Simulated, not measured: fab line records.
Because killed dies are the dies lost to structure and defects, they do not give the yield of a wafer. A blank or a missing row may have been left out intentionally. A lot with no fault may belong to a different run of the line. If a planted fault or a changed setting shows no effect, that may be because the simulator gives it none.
Split-lot trial ; flow gf180mcu ; route with 602 steps; 5 lots, 23 wafers read

== ABOUT THE SPLIT ==
At GF_V5_SPUTTER_22 (material TiN, target thk 10 nm, time 40 s), the setting powerW was moved away from the recipe's 4000 W on 8 of the 23 wafers read, by -3.5% to +6.1%. All remaining wafers had this setting at the recipe value.

The split's own step is where the reading is taken.

== THE READING ==
TiN_of_V5_SPUTTER_22.thkNm (the simulator's own value, which no gauge read), in nm, at GF_V5_SPUTTER_22 (material TiN, target thk 10 nm, time 40 s). The file does not state a usual value for it. Across the 15 wafers here that went through the recipe, the average is 9.947 nm and the standard deviation 0.053 nm.

wafer;tool, chamber at the split;powerW as run, W;against the recipe;TiN_of_V5_SPUTTER_22.thkNm, nm;against lot-mates on the recipe
L074.2;pvdSputter-03, -;4000;recipe;9.883;-
L074.4;pvdSputter-03, -;4000;recipe;9.901;-
L074.6;pvdSputter-03, -;4000;recipe;9.907;-
L076.1;pvdSputter-02, -;4000;recipe;9.887;-
L076.2;pvdSputter-02, -;4000;recipe;9.981;-
L076.3;pvdSputter-02, -;4000;recipe;9.863;-
L076.5;pvdSputter-02, -;4000;recipe;9.976;-
L076.6;pvdSputter-02, -;4000;recipe;9.977;-
L077.1;pvdSputter-04, -;3860;-3.5%;9.714;-0.316
L077.5;pvdSputter-04, -;3860;-3.5%;9.714;-0.316
L077.3;pvdSputter-04, -;4000;recipe;10.03;-
L077.6;pvdSputter-04, -;4000;recipe;10.03;-
L077.4;pvdSputter-04, -;3860;-3.5%;9.614;-0.416
L081.2;pvdSputter-03, -;3873;-3.2%;9.692;-0.240
L081.3;pvdSputter-03, -;4000;recipe;9.894;-
L081.4;pvdSputter-03, -;4000;recipe;9.958;-
L081.5;pvdSputter-03, -;4000;recipe;9.943;-
L081.6;pvdSputter-03, -;3873;-3.2%;9.652;-0.280
L084.1;pvdSputter-02, -;4245;+6.1%;10.64;+0.651
L084.2;pvdSputter-02, -;4000;recipe;9.969;-
L084.3;pvdSputter-02, -;4245;+6.1%;10.72;+0.731
L084.4;pvdSputter-02, -;4000;recipe;10.01;-
L084.5;pvdSputter-02, -;4245;+6.1%;10.62;+0.630

THE FIT
A straight line over all 23 wafers: TiN_of_V5_SPUTTER_22.thkNm changes by +0.104 nm for each +1% of powerW; r = +0.98; the points scatter about the line by 0.065 nm.
The same after taking each lot's own level away (the mean of its wafers on the recipe; 23 wafers): +0.104 nm for each +1%; r = +0.99; scatter 0.044 nm.
On that fit, the largest move of powerW shifts the reading by 0.64 nm.
From 9.8970 to 10.0300 nm: that is the span of the lots' own levels, equal to 2.5 times the standard deviation above.
The two slopes agree, so the slope changes little with the lot-to-lot level.
Check: for one of the wafers moved furthest among these (+6.1%), held out of the fit, the line's prediction against its lot-mates is +0.649 nm. It came out at +0.651 nm against them.

== OTHER SPLITS APPLIED TO THESE WAFERS ==
Before the reading, these wafers also passed through other splits. Each is held against what the fit with the lots' levels taken away leaves over:
other split on the same wafers;wafers away from the commonest value;r with TiN_of_V5_SPUTTER_22.thkNm (lot level and that fit taken away)
GF_MIM_COAT_14 resistThkNm;8;+0.22
GF_M5_EXPOSE_04 doseMj;5;+0.03
GF_M5_PEB_05 pebTempC;8;+0.06
GF_V5_CVD_00 sih4FlowSccm;5;+0.26
GF_V5_PEB_12 pebTempC;9;+0.08

== FILE'S OWN FIT ==
TiN_of_V5_SPUTTER_22.thkNm changes by +0.103 nm for each +1% of powerW, r = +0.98.
